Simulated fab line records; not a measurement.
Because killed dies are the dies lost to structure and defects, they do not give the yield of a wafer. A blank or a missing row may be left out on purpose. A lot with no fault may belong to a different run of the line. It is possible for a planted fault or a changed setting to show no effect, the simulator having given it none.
A lot that was struck, set against a sound lot -- flow sky130 -- 18 steps out of a route of 708
Sound: wafers L600.2, L600.4, L600.5. Wafers L602.1, L602.5, L602.6 were the ones struck. Last of all comes the cause.
For every step that has rows: the tool of each side, followed by ch and its chambers, followed by its first start. Under that, the readings that differ: sound wafers -- struck wafers -- difference of the means -- sigmas: that difference in standard deviations of wafers without a fault.
alike: words and numbers the same on both sides, and readings whose means are apart by under 2 such deviations; not compared: readings that were withheld, readings missing a value for some wafer, numbers with overlapping values and no deviation given by the record, and bounds like >300 which may hide the same value.
A row with sigmas, a row that says differs or no value, or rows on one side alone: a step with any of these is where the two part. Numbers that don't overlap but have no deviation are shown without sigmas and don't part them. A reading that every wafer of one side lacks parts them only if that side has two wafers or more.

SKY_LDD_HVP_STRIP_09: strips in O2/N2.
  sound on plasma-asher-03 ch 1, day 22 19:14; struck on plasma-asher-04 ch 0,1, day 23 14:28
  alike: drypump-motor-current-A, oes-product-au, strip-time-to-endpoint-s
  not compared: rf-hours-counter-h
SKY_LDD_HVP_TW_MEAS_10:
  sound: film-metro-01 at day 22 19:20; struck: film-metro-03 at day 23 14:34
  alike: LDD_HVP_TW
then, 7 steps without rows for these wafers: SKY_LDD_LDN_DEHYDRATE_00 (time 60 s); SKY_LDD_LDN_HMDS_01 (prime time 60 s); SKY_LDD_LDN_COAT_02 (resist thk 1140 nm); SKY_LDD_LDN_SOFTBAKE_03 (time 60 s); SKY_LDD_LDN_EXPOSE_04 (exposes mask LDNTM, target cd 700 nm); SKY_LDD_LDN_PEB_05; SKY_LDD_LDN_DEVELOP_06 (develop time 60 s).
SKY_LDD_LDN_OVL_MEAS_07:
  sound: overlay-01 at day 24 01:32; struck: overlay-02 at day 24 20:17
  alike: LDD_LDN_OVL
then, 2 steps without rows for these wafers: SKY_LDD_LDN_IMPLANT_08; SKY_LDD_LDN_IMPLANT_09.
SKY_LDD_LDN_IMPLANT_10:
  sound on implanter-04 ch 0, day 24 01:57; struck on implanter-04 ch 0, day 24 20:38
reading,sound,struck,difference,sigmas
dose-ions-cm2,1.2496e+13 1.2473e+13 1.2486e+13,1.845e+13 1.8455e+13 1.8458e+13,+5.969e+12,+99 or more
faraday-current-uA,70.0 71.0 68.8,108.5 103.6 101.4,+34.6,+23
next, for these wafers, 1 step has no rows: SKY_LDD_LDN_IMPLANT_11.
SKY_LDD_LDN_STRIP_12: strips in O2/N2.
  sound on plasma-asher-03 ch 0,1, day 24 02:13; struck on plasma-asher-01 ch 0,1, day 24 20:56
  alike: drypump-motor-current-A, oes-product-au, strip-time-to-endpoint-s
  not compared: rf-hours-counter-h
SKY_LDD_LDN_TW_MEAS_13:
  sound: film-metro-01 at day 24 02:20; struck: film-metro-02 at day 24 21:04
reading,sound,struck,difference,sigmas
LDD_LDN_TW,1494 1491 1496,1515 1518 1528,+27,+3
then, 1 step without rows for these wafers: SKY_LDD_LDN_CLEAN_14 (cleans in SC1/SC2, time 150 s).
-- the record jumps here: 22 days lie between the struck wafers' starts before and after (it left off in module LDD_LDN and takes up again in module PAD_OPEN, whose first step shown is number 708 of the route) --
SKY_PAD_OPEN_PROBE_99:
  sound: prober-02 at day 46 10:53; struck: prober-02 at day 47 02:34
reading,sound,struck,difference,sigmas
model.etest.tip-sonos.rs-ohm-sq,2610 2610 2610,2535 2524 2529,-81,
  alike: killed_at_M0_to_M3, killed_at_M4_up, killed-at-contacts, killed-at-front-end, killed-at-other, killed-dies, killed-open, killed-short

== WHERE THEY PART ==
At SKY_LDD_LDN_IMPLANT_10 first; at SKY_LDD_LDN_TW_MEAS_13 last (within this record only). Later steps at which nothing parts them and some readings are alike: SKY_PAD_OPEN_PROBE_99.

WHY: what had been put in by the simulator
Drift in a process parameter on implanter-04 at SKY_LDD_LDN_IMPLANT_10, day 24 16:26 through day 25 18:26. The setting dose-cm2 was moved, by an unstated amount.
